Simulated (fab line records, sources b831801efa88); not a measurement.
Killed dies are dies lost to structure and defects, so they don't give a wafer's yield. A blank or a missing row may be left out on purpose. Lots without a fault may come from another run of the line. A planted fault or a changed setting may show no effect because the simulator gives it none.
Which tool did it? | flow gf180mcu | 24 lots, 72 wafers sampled, at 4 steps of a route of 602

WHAT THE GAUGES READ, wafer by wafer
GF_V1_BOW_MEAS_05.
lot  | measured     | on            | V1_BOW (um)
L074 | day 17 05:10 | film_metro-02 | 89 89 88
L075 | day 17 10:08 | film_metro-02 | 75 82 74
L076 | day 17 18:35 | film_metro-01 | 104 94 88
L077 | day 18 05:34 | film_metro-03 | 80 69 78
L078 | day 18 14:47 | film_metro-02 | 89 86 98
L079 | day 19 02:23 | film_metro-02 | 91 83 86
L080 | day 19 15:32 | film_metro-02 | 89 89 96
L081 | day 19 18:05 | film_metro-03 | 76 82 95
L082 | day 20 08:17 | film_metro-02 | 90 81 87
L083 | day 20 18:10 | film_metro-03 | 84 73 76
L084 | day 20 23:47 | film_metro-03 | 100 75 85
L085 | day 21 09:52 | film_metro-03 | 79 85 85
L086 | day 21 17:54 | film_metro-02 | 79 80 70
L087 | day 21 21:11 | film_metro-03 | 98 99 82
L088 | day 22 11:29 | film_metro-02 | 80 84 82
L089 | day 22 18:05 | film_metro-02 | 82 79 77
L090 | day 23 05:37 | film_metro-02 | 97 76 83
L091 | day 23 08:40 | film_metro-02 | 81 85 91
L092 | day 23 22:56 | film_metro-01 | 81 90 80
L093 | day 24 02:25 | film_metro-02 | 85 86 71
L094 | day 24 12:57 | film_metro-02 | 78 85 80
L095 | day 24 17:39 | film_metro-02 | 82 74 84
L096 | day 25 02:55 | film_metro-02 | 87 76 75
L097 | day 25 11:04 | film_metro-01 | 74 78 92

GF_V3_RS_MEAS_24: measures by four-point-probe.
lot  | measured     | on            | V3_W_RS (ohm/sq)
L074 | day 22 12:28 | film_metro-01 | 0.325 0.329 0.322
L075 | day 22 22:00 | film_metro-02 | 0.332 0.330 0.328
L076 | day 23 01:44 | film_metro-03 | 0.334 0.333 0.333
L077 | day 23 13:10 | film_metro-02 | 0.320 0.323 0.323
L078 | day 23 21:01 | film_metro-02 | 0.330 0.331 0.325
L079 | day 24 05:04 | film_metro-02 | 0.329 0.323 0.325
L080 | day 24 19:35 | film_metro-01 | 0.331 0.329 0.331
L081 | day 24 23:20 | film_metro-02 | 0.327 0.325 0.326
L082 | day 25 08:52 | film_metro-02 | 0.319 0.327 0.323
L083 | day 25 21:46 | film_metro-03 | 0.319 0.320 0.331
L084 | day 26 01:25 | film_metro-02 | 0.335 0.327 0.330
L085 | day 26 06:53 | film_metro-01 | 0.334 0.332 0.330
L086 | day 26 16:46 | film_metro-03 | 0.327 0.325 0.327
L087 | day 26 20:37 | film_metro-02 | 0.333 0.326 0.325
L088 | day 27 06:04 | film_metro-01 | 0.322 0.330 0.330
L089 | day 27 11:21 | film_metro-01 | 0.324 0.326 0.329
L090 | day 27 23:43 | film_metro-03 | 0.325 0.328 0.327
L091 | day 28 01:53 | film_metro-02 | 0.326 0.331 0.325
L092 | day 28 19:47 | film_metro-02 | 0.332 0.325 0.329
L093 | day 28 19:48 | film_metro-03 | 0.323 0.322 0.324
L094 | day 29 00:31 | film_metro-02 | 0.328 0.326 0.327
L095 | day 29 06:28 | film_metro-02 | 0.327 0.324 0.328
L096 | day 29 15:10 | film_metro-03 | 0.327 0.332 0.329
L097 | day 29 22:01 | film_metro-02 | 0.331 0.333 0.331

WHICH TOOL RAN EACH LOT (tool, then ch and the chambers of the sampled wafers, then the start)
lot  | GF_MVSD_STRIP_10                     | GF_V1_CVD_23
L074 | plasma_asher-03 ch 0,1, day 4 12:49  | cvd_w-01 ch 0,1, day 18 05:01
L075 | plasma_asher-02 ch 0,1, day 4 16:05  | cvd_w-01 ch 0,1, day 18 10:56
L076 | plasma_asher-02 ch 0,1, day 4 21:49  | cvd_w-02 ch 0,1, day 18 19:08
L077 | plasma_asher-02 ch 0,1, day 5 04:13  | cvd_w-02 ch 0,1, day 19 06:54
L078 | plasma_asher-03 ch 0,1, day 5 08:37  | cvd_w-01 ch 0,1, day 19 16:12
L079 | plasma_asher-04 ch 0,1, day 5 13:53  | cvd_w-02 ch 0,1, day 20 02:02
L080 | plasma_asher-04 ch 0,1, day 5 21:05  | cvd_w-01 ch 0,1, day 20 17:01
L081 | plasma_asher-04 ch 0,1, day 6 02:58  | cvd_w-02 ch 0,1, day 20 19:40
L082 | plasma_asher-04 ch 0,1, day 6 09:34  | cvd_w-02 ch 0,1, day 21 09:07
L083 | plasma_asher-03 ch 0,1, day 6 14:24  | cvd_w-02 ch 0,1, day 21 19:00
L084 | plasma_asher-04 ch 1, day 6 21:42    | cvd_w-01 ch 0,1, day 22 01:00
L085 | plasma_asher-04 ch 0,1, day 7 02:25  | cvd_w-02 ch 0,1, day 22 10:01
L086 | plasma_asher-03 ch 0,1, day 7 08:26  | cvd_w-01 ch 0,1, day 22 18:01
L087 | plasma_asher-03 ch 0,1, day 7 12:34  | cvd_w-02 ch 0,1, day 22 21:30
L088 | plasma_asher-04 ch 0, day 7 20:15    | cvd_w-02 ch 1, day 23 11:30
L089 | plasma_asher-02 ch 0,1, day 8 00:42  | cvd_w-02 ch 0,1, day 23 16:47
L090 | plasma_asher-04 ch 0,1, day 8 07:28  | cvd_w-02 ch 0, day 24 04:32
L091 | plasma_asher-03 ch 0,1, day 8 11:21  | cvd_w-02 ch 0,1, day 24 07:40
L092 | plasma_asher-04 ch 0,1, day 8 22:23  | cvd_w-01 ch 0,1, day 24 22:14
L093 | plasma_asher-02 ch 0,1, day 9 04:02  | cvd_w-02 ch 0,1, day 25 00:50
L094 | plasma_asher-03 ch 0,1, day 9 07:17  | cvd_w-01 ch 0,1, day 25 10:02
L095 | plasma_asher-04 ch 0,1, day 9 14:20  | cvd_w-01 ch 0,1, day 25 15:48
L096 | plasma_asher-02 ch 1, day 9 20:34    | cvd_w-02 ch 0,1, day 26 01:39
L097 | plasma_asher-03 ch 0,1, day 10 02:49 | cvd_w-02 ch 1, day 26 08:37
- GF_MVSD_STRIP_10: strips in O2/N2.
- GF_V1_CVD_23: deposits W, target thk 350 nm, time 105.05 s.

WHAT THE TOOLS THEMSELVES READ (means of the sampled wafers that have a number; where no wafer has one, the mark that the record gives instead)
GF_MVSD_STRIP_10.
lot  | tool            | drypump_motor_current_A (A) | heater_power_w (W) | oes_product_au (a.u.) | platen_temp_c (C) | strip_time_to_endpoint_s (s)
L074 | plasma_asher-03 | 5.9                         | 361                | 0.722                 | 250.31            | 36.91
L075 | plasma_asher-02 | 6.1                         | 324                | 0.724                 | 250.12            | 36.93
L076 | plasma_asher-02 | 6.0                         | 328                | 0.721                 | 250.28            | 36.85
L077 | plasma_asher-02 | 6.0                         | 325                | 0.721                 | 250.00            | 36.78
L078 | plasma_asher-03 | 5.9                         | 358                | 0.725                 | 250.10            | 37.05
L079 | plasma_asher-04 | 5.6                         | 330                | 0.717                 | 250.18            | 36.98
L080 | plasma_asher-04 | 5.6                         | 335                | 0.723                 | 249.95            | 36.83
L081 | plasma_asher-04 | 5.9                         | 341                | 0.721                 | 250.14            | 36.84
L082 | plasma_asher-04 | 5.9                         | 337                | 0.724                 | 249.96            | 37.16
L083 | plasma_asher-03 | 5.9                         | 357                | 0.722                 | 250.04            | 37.02
L084 | plasma_asher-04 | 5.3                         | 329                | 0.719                 | 250.40            | 36.90
L085 | plasma_asher-04 | 5.6                         | 333                | 0.725                 | 250.00            | 36.89
L086 | plasma_asher-03 | 5.9                         | 356                | 0.723                 | 250.06            | 36.78
L087 | plasma_asher-03 | 5.9                         | 353                | 0.724                 | 250.11            | 36.93
L088 | plasma_asher-04 | 6.3                         | 342                | 0.723                 | 250.18            | 36.81
L089 | plasma_asher-02 | 6.0                         | 325                | 0.722                 | 249.93            | 36.93
L090 | plasma_asher-04 | 6.0                         | 337                | 0.721                 | 250.15            | 36.93
L091 | plasma_asher-03 | 5.7                         | 339                | 0.725                 | 250.24            | 36.81
L092 | plasma_asher-04 | 5.9                         | 334                | 0.717                 | 250.10            | 36.82
L093 | plasma_asher-02 | 6.1                         | 329                | 0.723                 | 250.09            | 36.93
L094 | plasma_asher-03 | 5.9                         | 358                | 0.719                 | 249.88            | 36.81
L095 | plasma_asher-04 | 5.6                         | 331                | 0.718                 | 250.06            | 37.04
L096 | plasma_asher-02 | 6.3                         | 334                | 0.720                 | 249.98            | 36.85
L097 | plasma_asher-03 | 5.9                         | 351                | 0.722                 | 249.81            | 37.00

GF_V1_CVD_23.
lot  | tool     | heater_power_w (W)
L074 | cvd_w-01 | 953
L075 | cvd_w-01 | 956
L076 | cvd_w-02 | 860
L077 | cvd_w-02 | 850
L078 | cvd_w-01 | 894
L079 | cvd_w-02 | 848
L080 | cvd_w-01 | 911
L081 | cvd_w-02 | 863
L082 | cvd_w-02 | 864
L083 | cvd_w-02 | 854
L084 | cvd_w-01 | 947
L085 | cvd_w-02 | 868
L086 | cvd_w-01 | 917
L087 | cvd_w-02 | 849
L088 | cvd_w-02 | 850
L089 | cvd_w-02 | 882
L090 | cvd_w-02 | 874
L091 | cvd_w-02 | 855
L092 | cvd_w-01 | 920
L093 | cvd_w-02 | 870
L094 | cvd_w-01 | 916
L095 | cvd_w-01 | 931
L096 | cvd_w-02 | 864
L097 | cvd_w-02 | 865

THE ANSWER, worked out from the rows above alone
Rule: what is usual is taken from the lots themselves. Put in order of their means at a reading, lots are off if they are a third of the lots or fewer, leave a main group of 4 or more, and stand apart from it by a gap of 3 or more times the standard deviation of the main group's means; of several such gaps the widest counts. A main group whose means are all the same, to the digits that the tables above print for the reading, isn't used. A lot without any number at a reading at which 4 lots or more have one is off too. The other lots that the step has rows for count as sound. The gauges are gone through in route order, then the tools' own readings, and for those a lot's mean is taken as printed above. The first step at which some lot is off is used, and at that step the reading that is off furthest; a lot without a number counts as furthest.
No lot is off at any reading shown: from this, nothing can be told.

WHAT THE SIMULATOR HAD PUT IN
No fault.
